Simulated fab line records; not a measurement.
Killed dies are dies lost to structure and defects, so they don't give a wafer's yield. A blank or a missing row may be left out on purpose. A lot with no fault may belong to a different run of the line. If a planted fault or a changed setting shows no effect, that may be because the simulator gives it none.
fab line records	flow sky130
record lots=6	wafers=18	lastDay=50
route steps=708 shown METAL4@622
lots that met no fault: taken from a fault-free run of the same line
startH: hours from the record's first day to the start of the lot's first wafer shown	waitH: how many hours have passed since the lot's step before this one	" as in the row above	L1.1+2: several wafers, shown together as one row	- either no value or no given start	* or withheld: withheld	< > ~ a bound
route shown NAME@n: a module of which the file shows steps, and the number in the route of the first	usual: mean/standard deviation of fault-free wafers	same: alike in all rows	chamber/n: place in a boat	sites: each site's reading	_std_site: the values' standard deviation	_edge_site: outer sites' mean less inner sites'	radiusMm: how far each site lies from the wafer's centre	mask NAME#n: copy n	behind: the tool/chamber that last shaped the wafer	hold: the reason the lot was held/the length of the hold in hours/how it ended	device: the n, p or np transistor that did not switch	end of line: the route-end tests of the same wafers	for a step that has no rows: nothing shown but its recipe	killed: dies lost to structure and defects at the first sort, not the wafer's yield	map: a wafer's dies, x killed, . not, _ none there
set.NAME: the setting that was run; set.NAME@STEP: the one run at that earlier step	model.NAME: the simulator's own value behind a step, which no gauge read
certain route steps with their lots: each step a table, each wafer a row
services: the hour from which a tool's chamber was out of use, counted from the record's first day as startH (under 0 if before that day), plus the number of hours and why
## steps
# step SKY_METAL4_HMDS_06
# recipe primeTimeS=60	primeTempC=120
# step SKY_METAL4_COAT_07
# recipe resist=BARC	tempC=withheld	timeS=withheld	spinRpm=3000	resistThkNm=60
# step SKY_METAL4_COAT_08
# recipe resist=KrF-thick	spinRpm=3000	resistThkNm=1140
# step SKY_METAL4_SOFTBAKE_09
# recipe tempC=100	timeS=90	resist=KrF-thick
# step SKY_METAL4_EXPOSE_10
# recipe maskId=MM4	na=0.68	sourceShape=annular	sigmaInner=0.4	sigmaOuter=0.8	targetCdNm=300	doseMj=28
# step SKY_METAL4_PEB_11
# recipe pebTempC=withheld	pebTimeS=withheld	resist=KrF-thick
# step SKY_METAL4_DEVELOP_12
# recipe developTimeS=60	resist=KrF-thick	devTempC=21.79
# step SKY_METAL4_CD_MEAS_13
# recipe targetCdNm=300
# usual cdNm=300.0/1.5
lot.wafer	tool	chamber	startH	waitH	cdNm
L606.1	cdSem-01	-	989.42	-	298.5
L606.4	"	-	"	"	298.3
L606.6	"	-	"	"	300.7
L609.2	cdSem-01	-	997.49	-	299.6
L609.3	"	-	"	"	299.7
L609.6	"	-	"	"	300.4
L610.3	cdSem-01	-	999.76	-	298.4
L610.5	"	-	"	"	298.4
L610.6	"	-	"	"	297.5
L624.1	cdSem-01	-	1097.92	-	299.2
L624.4	"	-	"	"	302.6
L624.6	"	-	"	"	301.6
L628.2	cdSem-02	-	1114.93	-	302.7
L628.4	"	-	"	"	301.0
L628.6	"	-	"	"	300.9
L629.3	cdSem-01	-	1123.51	-	303.1
L629.4	"	-	"	"	301.3
L629.5	"	-	"	"	300.9
# step SKY_METAL4_OVL_MEAS_14
# usual METAL4_OVL=1/5
lot.wafer	tool	chamber	startH	waitH	METAL4_OVL[nm]
L606.1	overlay-02	-	989.54	0.1	6
L606.4	"	-	"	"	1
L606.6	"	-	"	"	1
L609.2	overlay-02	-	997.59	0.1	8
L609.3	"	-	"	"	8
L609.6	"	-	"	"	12
L610.3	overlay-01	-	999.85	0.1	1
L610.5	"	-	"	"	0
L610.6	"	-	"	"	5
L624.1	overlay-01	-	1098.04	0.1	4
L624.4	"	-	"	"	-2
L624.6	"	-	"	"	-1
L628.2	overlay-01	-	1115.03	0.1	5
L628.4	"	-	"	"	3
L628.6	"	-	"	"	3
L629.3	overlay-01	-	1123.60	0.1	-4
L629.4	"	-	"	"	-3
L629.5	"	-	"	"	4
# step SKY_METAL4_DESCUM_15
# recipe chemistry=O2	sourcePowerW=150	biasPowerW=0	pressureMtorr=10	tempC=40	timeS=8
# usual drypumpMotorCurrentA=5.3/0.43	oesProductAu=1.003/0.0068
# same biasPowerW=0
lot.wafer	tool	chamber	startH	waitH	drypumpMotorCurrentA	oesProductAu	rfHoursCounterH
L606.1	rieMetal-02	0	989.58	0.0	5.1	1.010	20
L606.4	"	1	"	"	5.3	1.008	-
L606.6	"	0	"	"	5.1	0.995	-
L609.2	rieMetal-04	1	997.62	0.0	4.7	1.002	12
L609.3	"	0	"	"	6.1	1.000	-
L609.6	"	0	"	"	6.1	0.999	-
L610.3	rieMetal-04	0	999.89	0.0	6.1	0.997	-
L610.5	"	1	"	"	4.7	1.000	-
L610.6	"	0	"	"	6.1	1.002	-
L624.1	rieMetal-04	1	1098.08	0.0	4.7	0.997	18
L624.4	"	1	"	"	4.7	0.994	-
L624.6	"	1	"	"	4.7	0.998	-
L628.2	rieMetal-02	0	1115.06	0.0	5.1	1.002	6
L628.4	"	1	"	"	5.2	1.011	-
L628.6	"	0	"	"	5.1	1.007	-
L629.3	rieMetal-02	1	1123.63	0.0	5.3	1.002	-
L629.4	"	0	"	"	5.1	0.991	-
L629.5	"	1	"	"	5.3	1.004	-
# step SKY_METAL4_ETCH_16
# recipe chemistry=N2/H2	target=BARC	ionEnergyEv=200	biasW=100	pressureMtorr=30	n2FlowSccm=100	h2FlowSccm=200	icpW=500	stopOn=SiO2	timeS=88.2	targetDepthA=600
# usual biasW=100.0/0.32	chamberPressureMTorr=29.998/0.027	drypumpMotorCurrentA=5.3/0.43	oesProductAu=0.626/0.0045	throttleValvePct=13.205/0.0088
lot.wafer	tool	chamber	startH	waitH	biasW	chamberPressureMTorr	drypumpMotorCurrentA	oesProductAu	rfHoursCounterH	throttleValvePct
L606.1	rieMetal-02	0	989.61	0.0	99.9	29.972	5.2	0.626	20	13.209
L606.4	"	1	"	"	100.3	30.007	5.3	0.629	-	13.216
L606.6	"	0	"	"	99.8	29.991	5.2	0.621	-	13.197
L609.2	rieMetal-04	1	997.66	0.0	100.3	29.982	4.7	0.625	12	13.200
L609.3	"	0	"	"	100.1	30.005	6.1	0.628	-	13.212
L609.6	"	0	"	"	100.4	30.005	6.1	0.631	-	13.224
L610.3	rieMetal-04	0	999.94	0.0	100.2	29.974	6.1	0.624	-	13.191
L610.5	"	1	"	"	100.6	29.965	4.7	0.629	-	13.204
L610.6	"	0	"	"	100.0	30.021	6.1	0.629	-	13.203
L624.1	rieMetal-04	1	1098.11	0.0	99.3	30.019	4.7	0.628	18	13.203
L624.4	"	1	"	"	99.9	29.988	4.7	0.624	-	13.218
L624.6	"	1	"	"	99.9	30.038	4.7	0.630	-	13.194
L628.2	rieMetal-02	0	1115.09	0.0	100.4	29.991	5.2	0.620	6	13.213
L628.4	"	1	"	"	100.5	29.967	5.3	0.625	-	13.210
L628.6	"	0	"	"	100.3	29.986	5.1	0.630	-	13.202
L629.3	rieMetal-02	1	1123.69	0.0	99.8	30.033	5.3	0.627	-	13.199
L629.4	"	0	"	"	100.3	29.984	5.1	0.629	-	13.207
L629.5	"	1	"	"	99.4	30.021	5.3	0.628	-	13.206
# step SKY_METAL4_ETCH_17
# recipe target=SiO2	stopOn=TiN	chemistry=C4F8/O2/Ar	sourceW=1500	biasW=1200	pressureMtorr=40	c4f8FlowSccm=withheld	O2_flow_sccm=6	Ar_flow_sccm=300	timeS=3.9	targetDepthA=150
# usual biasW=1200/3.4	chamberPressureMTorr=39.99/0.036	oesProductAu=0.753/0.0074
lot.wafer	tool	chamber	startH	waitH	biasW	chamberPressureMTorr	oesProductAu	rfHoursCounterH
L606.1	rieDiel-03	2	989.71	0.1	1208	39.99	0.758	0
L606.4	"	0	"	"	1199	39.97	0.759	-
L606.6	"	3	"	"	1203	39.99	0.762	-
L609.2	rieDiel-04	0	997.76	0.1	1205	40.01	0.752	16
L609.3	"	3	"	"	1203	39.94	0.743	28
L609.6	"	2	"	"	1204	40.02	0.757	-
L610.3	rieDiel-01	0	1000.01	0.0	1197	39.97	0.758	16
L610.5	"	2	"	"	1199	40.01	0.756	-
L610.6	"	3	"	"	1204	39.98	0.759	-
L624.1	rieDiel-01	0	1098.21	0.1	1199	40.00	0.751	20
L624.4	"	2	"	"	1197	39.99	0.751	26
L624.6	"	1	"	"	1197	39.94	0.755	-
L628.2	rieDiel-03	2	1115.19	0.1	1202	39.99	0.756	4
L628.4	"	0	"	"	1205	40.01	0.757	15
L628.6	"	0	"	"	1197	40.04	0.752	-
L629.3	rieDiel-03	1	1123.75	0.0	1199	40.05	0.751	14
L629.4	"	3	"	"	1200	40.01	0.757	13
L629.5	"	3	"	"	1202	39.94	0.751	-
# step SKY_METAL4_METAL_ETCH_18
# recipe targetDepthA=8450	stopOn=SiO2	overEtchFrac=0.3	timeS=183.1	chemistry=Cl2/BCl3	resistSidewallDeg=88	pressureMtorr=10	icpW=900	biasW=48.5	Cl2_flow_sccm=60	bcl3FlowSccm=30
# usual bcl3FlowSccm=30.01/0.093	biasW=48.48/0.15	drypumpMotorCurrentA=5.3/0.4	mfcCl2Sccm=59.97/0.18	oesProductAu=0.863/0.007	throttleValvePct=22.265/0.0087
lot.wafer	tool	chamber	startH	waitH	bcl3FlowSccm	biasW	drypumpMotorCurrentA	mfcCl2Sccm	oesProductAu	rfHoursCounterH	throttleValvePct	model.KrF-thick_of_METAL4_COAT_08.thkNm	model.SiO2_of_VIA3_HDPCVD_00.thkNm
L606.1	rieMetal-04	0	989.72	0.0	30.05	48.52	6.1	59.74	0.859	17	22.268	528.2	437
L606.4	"	1	"	"	29.92	48.34	4.7	59.86	0.851	-	22.267	526.6	434.5
L606.6	"	1	"	"	29.82	48.44	4.7	59.88	0.855	-	22.285	531.9	434.9
L609.2	rieMetal-02	1	997.77	0.0	-	-	-	-	-	-	-	1077	461.5
L609.3	"	1	"	"	-	-	-	-	-	-	-	1074	461.3
L609.6	"	1	"	"	-	-	-	-	-	-	-	1073	461.4
L610.3	rieMetal-01	1	1000.08	0.1	-	-	-	-	-	-	-	1073	460.3
L610.5	"	0	"	"	-	-	-	-	-	-	-	1077	460.9
L610.6	"	1	"	"	-	-	-	-	-	-	-	1075	461.8
L624.1	rieMetal-02	0	1098.22	0.0	29.96	48.70	5.1	59.83	0.872	5	22.268	519.4	432.4
L624.4	"	1	"	"	30.11	48.43	5.3	60.11	0.860	-	22.270	522.4	433.3
L624.6	"	0	"	"	29.98	48.48	5.1	59.73	0.859	-	22.266	524.4	433
L628.2	rieMetal-01	0	1115.21	0.0	29.94	48.29	5.6	59.96	0.865	15	22.258	529.5	433.3
L628.4	"	0	"	"	29.93	48.52	5.6	59.92	0.869	-	22.257	530.5	433.1
L628.6	"	0	"	"	29.94	48.45	5.6	59.87	0.855	-	22.265	527.5	433
L629.3	rieMetal-01	0	1123.83	0.1	30.02	48.43	5.6	59.97	0.859	-	22.257	528.5	434.2
L629.4	"	1	"	"	29.90	48.41	5.1	60.25	0.871	-	22.275	526.2	433.8
L629.5	"	0	"	"	30.12	48.36	5.6	60.06	0.854	-	22.271	525.9	435.4
# step SKY_METAL4_STRIP_19
# recipe chemistry=O2/N2	powerW=1400	pressureMtorr=1500	platenTempC=withheld	o2FlowSccm=3000	n2FlowSccm=300	overashFraction=0.5
# usual drypumpMotorCurrentA=5.11/0.22	oesProductAu=0.501/0.0054	stripTimeToEndpointS=6.50/0.06
lot.wafer	tool	chamber	startH	waitH	drypumpMotorCurrentA	oesProductAu	rfHoursCounterH	stripTimeToEndpointS
L606.1	plasmaAsher-03	0	989.90	0.1	5.09	0.499	55	6.54
L606.4	"	1	"	"	5.32	0.502	-	6.53
L606.6	"	1	"	"	5.31	0.509	-	6.59
L609.2	plasmaAsher-03	0	997.95	0.1	5.05	0.712	56	11.87
L609.3	"	1	"	"	5.31	0.710	-	11.83
L609.6	"	0	"	"	5.07	0.708	-	11.80
L610.3	plasmaAsher-03	0	1000.23	0.1	5.10	0.723	-	11.81
L610.5	"	0	"	"	5.12	0.718	-	11.85
L610.6	"	1	"	"	5.31	0.707	-	11.84
L624.1	plasmaAsher-02	1	1098.40	0.1	5.03	0.502	4	6.47
L624.4	"	0	"	"	4.77	0.497	-	6.50
L624.6	"	0	"	"	4.76	0.497	-	6.52
L628.2	plasmaAsher-04	1	1115.39	0.1	4.95	0.505	97	6.56
L628.4	"	1	"	"	4.95	0.507	-	6.56
L628.6	"	0	"	"	5.43	0.500	-	6.54
L629.3	plasmaAsher-02	1	1123.98	0.1	5.03	0.505	-	6.56
L629.4	"	0	"	"	4.75	0.503	-	6.53
L629.5	"	1	"	"	5.04	0.499	-	6.53
# step SKY_METAL4_STRIP_20
# recipe chemistry=postEtchResidueRemover	timeS=1200	tempC=72.5
## services
tool	chamber	startH	hours	kind
rieMetal-02	1	976.48	4.3	repair
rieDiel-03	1	982.78	8.7	repair
rieMetal-04	-	986.44	0.7	repair
plasmaAsher-02	-	994.81	2.2	repair
rieMetal-02	0	1007.92	-	clean
rieMetal-02	0	1007.92	18.0	scheduledDown
rieMetal-02	0	1007.92	18.0	ventCycle
plasmaAsher-02	-	1012.49	1.0	repair
rieDiel-03	-	1014.15	0.3	repair
plasmaAsher-02	-	1055.25	9.0	pm
plasmaAsher-02	0	1055.25	9.0	ventCycle
plasmaAsher-02	1	1055.25	9.0	ventCycle
rieDiel-01	-	1060.41	2.8	pm
plasmaAsher-02	0	1064.25	-	clean
plasmaAsher-02	1	1064.25	-	clean
rieMetal-01	-	1069.14	0.3	repair
rieDiel-03	-	1072.06	0.9	repair
plasmaAsher-03	-	1077.47	3.0	repair
rieMetal-01	-	1078.40	0.9	repair
plasmaAsher-04	-	1080.56	28.1	pm
rieMetal-01	-	1099.72	1.3	repair
rieDiel-01	1	1103.68	-	clean
rieDiel-01	1	1103.68	19.1	scheduledDown
rieMetal-04	-	1113.84	2.8	pm
## key
firstSign step=SKY_METAL4_METAL_ETCH_18	reading=toolRecord	direction=missing
effect step=SKY_METAL4_STRIP_19	reading=stripTimeToEndpointS	direction=up	sigmas=89	usual=*	struck=*
modelEffect step=SKY_METAL4_METAL_ETCH_18	value=KrF-thick_of_METAL4_COAT_08.thkNm	without=520.4	struck=1075
metAt SKY_METAL4_METAL_ETCH_18
struckWafers L609.2,L609.3,L609.6,L610.3,L610.5,L610.6
laterRowsLeftOut L609.2,L609.3,L609.6,L610.3,L610.5,L610.6
sortLeftOut L609.2,L609.3,L609.6,L610.3,L610.5,L610.6
fault kind=skippedStepWhole	tool=rieMetal-01,rieMetal-02	chamber=-	onsetH=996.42	steps=SKY_METAL4_METAL_ETCH_18	scope=struckLotsOnly
# sortLeftOut: the simulated sort isn't trusted on such a fault, so these wafers' sort isn't shown, and their yield isn't known
# laterRowsLeftOut: the simulator's readings of these wafers behind a module that went badly wrong aren't trusted and aren't shown, but for the sort
